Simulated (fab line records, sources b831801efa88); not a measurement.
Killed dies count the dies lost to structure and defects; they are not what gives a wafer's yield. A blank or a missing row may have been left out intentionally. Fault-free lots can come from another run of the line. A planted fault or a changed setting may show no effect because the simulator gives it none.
8D (eight disciplines) problem report, filled in by code + flow gf180mcu + the parts of the form that need people (team, actions taken, sign-off) are left out

## 1. THE PROBLEM
MIM_ALCU_THK at GF_MIM_THK_MEAS_11 reads a mean of 188.1 nm on 4 wafers of 3 lots; wafers without a fault read 198.3 nm with a standard deviation of 2.2. Measured from the usual mean, that is -4.6 standard deviations.
The step: measures by xrf.
Earliest sighting: wafer L767.2 on filmMetro-04 at day 29 22:05. The record holds 29 wafers of 10 lots with a number at this step. Rule for "out", or "out of limits": more than 4 standard deviations from the usual mean. The other wafers with a number count as sound.

## 2. WHAT IT IS, WHAT IT ISN'T
| question                    | is                             | is not                                                                          |
|-----------------------------|--------------------------------|---------------------------------------------------------------------------------|
| which readings at this step | MIM_ALCU_THK                   | -                                                                               |
| which lots                  | L767, L769, L772               | L750, L753, L754, L757, L761, L762, L773                                        |
| which wafers of those lots  | L767.2, L769.2, L772.2, L772.4 | L767.1, L767.6, L769.3, L772.1                                                  |
| read on which gauges        | filmMetro-02, filmMetro-04     | filmMetro-01                                                                    |
| when                        | from day 29 22:05              | up to then (20 sound wafers); but 5 sound wafers of L769, L772, L773 came after |

## 3. THE SUSPECTS, EACH WITH WHAT RULES IT OUT
Counting: any tool at a process step up to the reading remains a suspect provided it ran every lot that is out. Sound lots after the first of them don't rule it out here, since some wafers of a struck lot are sound.
- the gauge at GF_MIM_THK_MEAS_11: ruled out. 2 gauges (filmMetro-02, filmMetro-04) read the wafers that are out.
- pvdSputter-01 at GF_MIM_SPUTTER_09 (material TiN, target thk 35 nm, time 29.2 s): kept. Ran every lot that is out, first one L767 (day 29 19:47); last sound lot up to then L762 (day 28 10:08).
After counting, what remains is pvdSputter-01 at GF_MIM_SPUTTER_09.

## 4. THE CAUSE (what the simulator had put in)
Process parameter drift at GF_MIM_SPUTTER_09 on pvdSputter-01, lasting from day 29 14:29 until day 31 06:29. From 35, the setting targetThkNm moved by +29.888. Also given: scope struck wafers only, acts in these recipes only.
Counting left only this tool.

## 5. THE CHAIN OF EFFECTS, in route order
Each row: a reading whose mean over the struck wafers that have a number lies more than 3 standard deviations from the usual. Readings are gone through only where the record gives a usual standard deviation; hours: the median, over the lots, of the time from a lot's start at the first step in this table giving one to that lot's start at this step; sigmas: the change measured in usual standard deviations.
| hours | step                    | reading              | usual      | on struck wafers | change | sigmas      |
|-------|-------------------------|----------------------|------------|------------------|--------|-------------|
| 0     | GF_MIM_THK_MEAS_11      | MIM_ALCU_THK         | 198.3 nm   | 188.1            | -10.2  | -4.6        |
| 16    | GF_MIM_METAL_ETCH_19    | oesProductAu         | 0.941 a.u. | 0.989            | +0.048 | +9.1        |
| 16    | GF_MIM_METAL_ETCH_19    | throttleValvePct     | 28.284 %   | 28.237           | -0.047 | -5.1        |
| 88    | GF_PASSIVATION_PROBE_99 | defectLimitedYield   | 90.4 %     | 34.5             | -55.9  | -43         |
| 88    | GF_PASSIVATION_PROBE_99 | killedAtOther        | 0.0        | 280.2            | +280.2 | +99 or more |
| 88    | GF_PASSIVATION_PROBE_99 | killedDies           | 47         | 322              | +275   | +42         |
| 88    | GF_PASSIVATION_PROBE_99 | killedOnRim          | 10         | 87               | +77    | +24         |
| 88    | GF_PASSIVATION_PROBE_99 | sort_bin_3_pad_short | 0.44 %     | 57.31            | +56.88 | +99 or more |
| 88    | GF_PASSIVATION_PROBE_99 | sortNPass            | 445        | 170              | -275   | -42         |
| 88    | GF_PASSIVATION_PROBE_99 | sortYieldPct         | 90.4 %     | 34.5             | -55.9  | -43         |
Here are the process steps it includes:
- GF_MIM_METAL_ETCH_19: etches the open film in Cl2/BCl3, stops on Si3N4, target depth 324.5 nm, time 54.1 s.
- GF_PASSIVATION_PROBE_99

## 6. HOW IT WOULD HAVE BEEN CAUGHT EARLIER
In this record the first reading out of limits at a measuring or inspecting step was taken at day 29 22:05, 8 hours after the fault began at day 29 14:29.
An alarm limit of 4 standard deviations would not have fired on the tool readings at GF_MIM_SPUTTER_09 for which the record gives a usual standard deviation, since none of them was out on any struck wafer.
L769, L772, from the lots that are out (3), started GF_MIM_SPUTTER_09 on pvdSputter-01 later than day 29 22:05. A hold on the tool at that time would have spared those 2.
